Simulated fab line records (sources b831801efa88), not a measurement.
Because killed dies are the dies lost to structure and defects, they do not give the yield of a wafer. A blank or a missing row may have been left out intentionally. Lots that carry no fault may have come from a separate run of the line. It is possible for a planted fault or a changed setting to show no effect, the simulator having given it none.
The tool behind it: which one? -- flow gf180mcu -- 24 lots, 72 wafers sampled, at 5 steps of a route of 602

## WHAT THE GAUGES READ, wafer by wafer
GF_V5_THK_MEAS_25: measures by xrf. Usual: for V5_W_THK the level is 351 nm and the standard deviation is 7.
lot,measured,on,V5_W_THK (nm),flag
L074,day 27 13:23,filmMetro-04,345 347 347,
L076,day 27 21:07,filmMetro-04,350 342 348,
L075,day 27 22:41,filmMetro-01,362 354 347,
L077,day 28 03:50,filmMetro-04,352 355 340,
L078,day 28 14:08,filmMetro-01,342 343 343,
L079,day 28 21:58,filmMetro-03,368 364 365,
L080,day 29 05:13,filmMetro-03,352 346 359,
L081,day 29 07:29,filmMetro-03,352 346 349,
L082,day 29 13:50,filmMetro-03,350 356 362,
L083,day 30 02:43,filmMetro-03,353 360 354,
L084,day 30 07:23,filmMetro-01,348 358 343,
L085,day 30 14:56,filmMetro-03,366 352 363,
L086,day 30 18:47,filmMetro-04,341 342 347,
L087,day 31 08:08,filmMetro-03,349 351 358,
L088,day 31 15:41,filmMetro-01,357 362 352,
L089,day 32 00:12,filmMetro-03,358 345 347,
L090,day 32 01:29,filmMetro-04,340 340 340,
L091,day 32 05:56,filmMetro-01,349 354 357,
L092,day 32 13:38,filmMetro-03,360 345 354,
L093,day 32 21:47,filmMetro-03,352 358 345,
L094,day 33 02:20,filmMetro-01,353 352 344,
L095,day 33 02:38,filmMetro-04,351 340 352,
L096,day 33 14:11,filmMetro-03,353 360 359,
L097,day 33 15:11,filmMetro-01,351 346 352,

GF_TOP_METAL_OVL_MEAS_15. Usual: for TOP_METAL_OVL the level is -0.5 nm and the standard deviation is 1.4.
lot,measured,on,TOP_METAL_OVL (nm),flag
L074,day 28 10:20,overlay-02,-1.3 -0.1 -1.7,
L076,day 28 16:47,overlay-01,-1.5 -1.3 -2.6,
L075,day 28 19:02,overlay-01,1.0 1.5 0.5,
L077,day 28 23:35,overlay-01,-0.6 -1.8 0.0,
L078,day 29 09:50,overlay-02,1.9 1.5 0.6,
L079,day 29 17:35,overlay-02,-0.6 2.6 -0.6,
L080,day 30 00:50,overlay-02,-0.2 -1.5 -1.3,
L081,day 30 02:32,overlay-01,-0.3 -1.1 -2.0,
L082,day 30 08:35,overlay-01,-1.9 -0.3 0.1,
L083,day 30 21:20,overlay-01,-1.9 -0.2 -0.5,
L084,day 31 01:41,overlay-01,-1.1 -3.7 -2.9,
L085,day 31 08:56,overlay-01,-2.2 -1.9 0.2,
L086,day 31 12:38,overlay-01,2.8 0.2 1.8,
L087,day 32 01:29,overlay-01,0.1 -1.2 0.4,
L088,day 32 08:53,overlay-01,-0.6 -0.5 -1.6,
L089,day 32 17:02,overlay-01,-0.5 -0.7 0.2,
L090,day 32 18:48,overlay-01,0.8 1.0 0.7,
L091,day 32 23:17,overlay-01,-0.3 -0.8 -1.4,
L092,day 33 06:52,overlay-01,1.2 2.1 2.4,
L093,day 33 13:43,overlay-01,0.3 0.7 -0.1,
L094,day 33 19:05,overlay-01,0.6 1.0 0.5,
L095,day 33 19:10,overlay-02,-3.2 -1.4 -0.8,
L096,day 34 05:41,overlay-02,0.8 0.5 0.4,
L097,day 34 07:20,overlay-01,-0.3 -1.6 -1.8,

## WHICH TOOL RAN EACH LOT (tool, then ch and the chambers of the sampled wafers, then the start)
lot,GF_CONTACT_STRIP_18,GF_M4_STRIP_17,GF_V5_CVD_23
L074,"plasmaAsher-04 ch 1, day 16 10:56","plasmaAsher-01 ch 0,1, day 23 18:50","cvdW-02 ch 0,1, day 27 13:09"
L076,"plasmaAsher-01 ch 0,1, day 16 18:05","plasmaAsher-01 ch 0,1, day 24 02:35","cvdW-02 ch 0,1, day 27 20:53"
L075,"plasmaAsher-01 ch 0,1, day 16 23:14","plasmaAsher-02 ch 0,1, day 24 05:35","cvdW-01 ch 0,1, day 27 22:28"
L077,"plasmaAsher-01 ch 0,1, day 17 02:47","plasmaAsher-01 ch 0,1, day 24 09:26","cvdW-01 ch 0,1, day 28 03:35"
L078,"plasmaAsher-03 ch 0,1, day 17 15:41","plasmaAsher-01 ch 0,1, day 25 00:32","cvdW-02 ch 0, day 28 13:54"
L079,"plasmaAsher-04 ch 0,1, day 18 01:14","plasmaAsher-02 ch 0,1, day 25 07:26","cvdW-01 ch 1, day 28 21:44"
L080,"plasmaAsher-04 ch 0,1, day 18 10:56","plasmaAsher-01 ch 0,1, day 25 15:56","cvdW-02 ch 0,1, day 29 04:59"
L081,"plasmaAsher-04 ch 0,1, day 18 13:04","plasmaAsher-04 ch 0,1, day 25 16:25","cvdW-02 ch 0,1, day 29 07:17"
L082,"plasmaAsher-03 ch 0,1, day 18 20:53","plasmaAsher-01 ch 0,1, day 26 00:23","cvdW-02 ch 0,1, day 29 13:36"
L083,"plasmaAsher-04 ch 0,1, day 19 12:14","plasmaAsher-04 ch 0,1, day 26 13:31","cvdW-02 ch 0,1, day 30 02:29"
L084,"plasmaAsher-01 ch 0,1, day 19 20:17","plasmaAsher-04 ch 0,1, day 26 21:25","cvdW-01 ch 0,1, day 30 07:09"
L085,"plasmaAsher-04 ch 0,1, day 20 03:26","plasmaAsher-01 ch 0,1, day 27 02:44","cvdW-01 ch 0,1, day 30 14:42"
L086,"plasmaAsher-04 ch 0,1, day 20 11:35","plasmaAsher-02 ch 0,1, day 27 08:53","cvdW-02 ch 0,1, day 30 18:32"
L087,"plasmaAsher-03 ch 0,1, day 21 03:53","plasmaAsher-01 ch 0,1, day 27 23:49","cvdW-01 ch 0,1, day 31 07:54"
L088,"plasmaAsher-04 ch 0,1, day 21 14:17","plasmaAsher-02 ch 0,1, day 28 07:50","cvdW-02 ch 0,1, day 31 15:28"
L089,"plasmaAsher-01 ch 0,1, day 21 23:17","plasmaAsher-02 ch 1, day 28 15:43","cvdW-01 ch 0,1, day 31 23:58"
L090,"plasmaAsher-04 ch 0,1, day 22 02:44","plasmaAsher-04 ch 0,1, day 28 18:32","cvdW-02 ch 0,1, day 32 01:14"
L091,"plasmaAsher-01 ch 0,1, day 22 08:23","plasmaAsher-02 ch 0,1, day 28 22:35","cvdW-02 ch 0,1, day 32 05:43"
L092,"plasmaAsher-03 ch 0,1, day 22 19:02","plasmaAsher-04 ch 0,1, day 29 07:49","cvdW-01 ch 0,1, day 32 13:24"
L093,"plasmaAsher-04 ch 0,1, day 23 04:20","plasmaAsher-01 ch 0,1, day 29 16:49","cvdW-01 ch 0,1, day 32 21:33"
L094,"plasmaAsher-03 ch 0,1, day 23 10:29","plasmaAsher-04 ch 0,1, day 29 22:41","cvdW-02 ch 0,1, day 33 02:07"
L095,"plasmaAsher-03 ch 0,1, day 23 12:41","plasmaAsher-01 ch 1, day 29 22:16","cvdW-01 ch 0,1, day 33 02:24"
L096,"plasmaAsher-04 ch 0,1, day 24 05:44","plasmaAsher-04 ch 0,1, day 30 13:40","cvdW-01 ch 0,1, day 33 13:57"
L097,"plasmaAsher-03 ch 0,1, day 24 07:17","plasmaAsher-04 ch 0,1, day 30 14:41","cvdW-02 ch 0,1, day 33 14:56"
- GF_CONTACT_STRIP_18: strips in O2/N2.
- GF_M4_STRIP_17: strips in O2/N2.
- GF_V5_CVD_23: deposits W, target thk 350 nm, time 104.9 s.

## AS READ BY THE TOOLS THEMSELVES (means over the sampled wafers that have a number; for cases with no such wafer, the mark the record gives instead)
GF_CONTACT_STRIP_18. Usual: drypumpMotorCurrentA 5.7 A, standard deviation 0.77; heaterPowerW 333 W, standard deviation 19; oesProductAu 0.580 a.u., standard deviation 0.0049.
lot,tool,drypumpMotorCurrentA (A),heaterPowerW (W),oesProductAu (a.u.),flag
L074,plasmaAsher-04,6.7,345,0.580,
L076,plasmaAsher-01,5.5,330,0.586,
L075,plasmaAsher-01,6.2,351,0.574,
L077,plasmaAsher-01,6.2,351,0.581,
L078,plasmaAsher-03,5.5,331,0.577,
L079,plasmaAsher-04,6.1,334,0.581,
L080,plasmaAsher-04,6.1,338,0.581,
L081,plasmaAsher-04,5.5,330,0.582,
L082,plasmaAsher-03,5.4,339,0.581,
L083,plasmaAsher-04,5.5,324,0.577,
L084,plasmaAsher-01,5.6,333,0.581,
L085,plasmaAsher-04,6.1,329,0.583,
L086,plasmaAsher-04,6.1,325,0.576,
L087,plasmaAsher-03,5.4,339,0.576,
L088,plasmaAsher-04,6.1,327,0.580,
L089,plasmaAsher-01,6.1,348,0.580,
L090,plasmaAsher-04,5.5,325,0.581,
L091,plasmaAsher-01,5.5,331,0.582,
L092,plasmaAsher-03,5.6,333,0.579,
L093,plasmaAsher-04,5.5,322,0.579,
L094,plasmaAsher-03,5.6,337,0.580,
L095,plasmaAsher-03,5.6,332,0.578,
L096,plasmaAsher-04,6.1,331,0.580,
L097,plasmaAsher-03,5.5,328,0.583,

GF_M4_STRIP_17. Usual: drypumpMotorCurrentA 5.9 A, standard deviation 0.79; heaterPowerW 328 W, standard deviation 23; oesProductAu 0.558 a.u., standard deviation 0.005; stripTimeToEndpointS 7.81 s, standard deviation 0.042.
lot,tool,drypumpMotorCurrentA (A),heaterPowerW (W),oesProductAu (a.u.),stripTimeToEndpointS (s),flag
L074,plasmaAsher-01,6.1,346,0.555,7.80,
L076,plasmaAsher-01,6.1,353,0.560,7.82,
L075,plasmaAsher-02,6.1,310,0.553,7.86,
L077,plasmaAsher-01,6.2,350,0.557,7.84,
L078,plasmaAsher-01,6.1,349,0.557,7.83,
L079,plasmaAsher-02,6.2,310,0.559,7.80,
L080,plasmaAsher-01,6.1,351,0.558,7.78,
L081,plasmaAsher-04,6.1,327,0.559,7.86,
L082,plasmaAsher-01,6.1,350,0.563,7.85,
L083,plasmaAsher-04,5.6,321,0.559,7.81,
L084,plasmaAsher-04,6.1,329,0.556,7.78,
L085,plasmaAsher-01,6.1,346,0.555,7.80,
L086,plasmaAsher-02,6.2,313,0.557,7.78,
L087,plasmaAsher-01,5.6,328,0.555,7.83,
L088,plasmaAsher-02,5.9,316,0.557,7.79,
L089,plasmaAsher-02,6.5,311,0.552,7.76,
L090,plasmaAsher-04,6.1,325,0.560,7.82,
L091,plasmaAsher-02,6.1,312,0.559,7.75,
L092,plasmaAsher-04,5.6,324,0.563,7.89,
L093,plasmaAsher-01,5.6,330,0.560,7.81,
L094,plasmaAsher-04,6.1,322,0.563,7.82,
L095,plasmaAsher-01,5.0,311,0.554,7.75,
L096,plasmaAsher-04,5.5,322,0.559,7.89,
L097,plasmaAsher-04,6.1,328,0.557,7.76,

GF_V5_CVD_23. Usual: heaterPowerW 990 W, standard deviation 63.
lot,tool,heaterPowerW (W),flag
L074,cvdW-02,1039,
L076,cvdW-02,982,
L075,cvdW-01,950,
L077,cvdW-01,980,
L078,cvdW-02,1048,
L079,cvdW-01,1040,
L080,cvdW-02,986,
L081,cvdW-02,1009,
L082,cvdW-02,970,
L083,cvdW-02,1026,
L084,cvdW-01,948,
L085,cvdW-01,998,
L086,cvdW-02,991,
L087,cvdW-01,960,
L088,cvdW-02,1007,
L089,cvdW-01,965,
L090,cvdW-02,989,
L091,cvdW-02,1023,
L092,cvdW-01,999,
L093,cvdW-01,955,
L094,cvdW-02,1011,
L095,cvdW-01,1002,
L096,cvdW-01,1001,
L097,cvdW-02,973,

## THE ANSWER, worked out from the rows above alone
Rule: lot off if the mean of its wafers having a number is beyond 3 standard deviations from the usual mean. A lot without any number at a reading at which 4 lots or more have one is off too. The other lots that the step has rows for count as sound. The gauges are gone through in route order, then the tools' own readings, and for those a lot's mean is taken as printed above. The first step at which some lot is off is used, and at that step the reading that is off furthest; a lot without a number counts as furthest.
Across all readings shown, no lot is off: no conclusion can be drawn from this.

## WHAT THE SIMULATOR PUT IN
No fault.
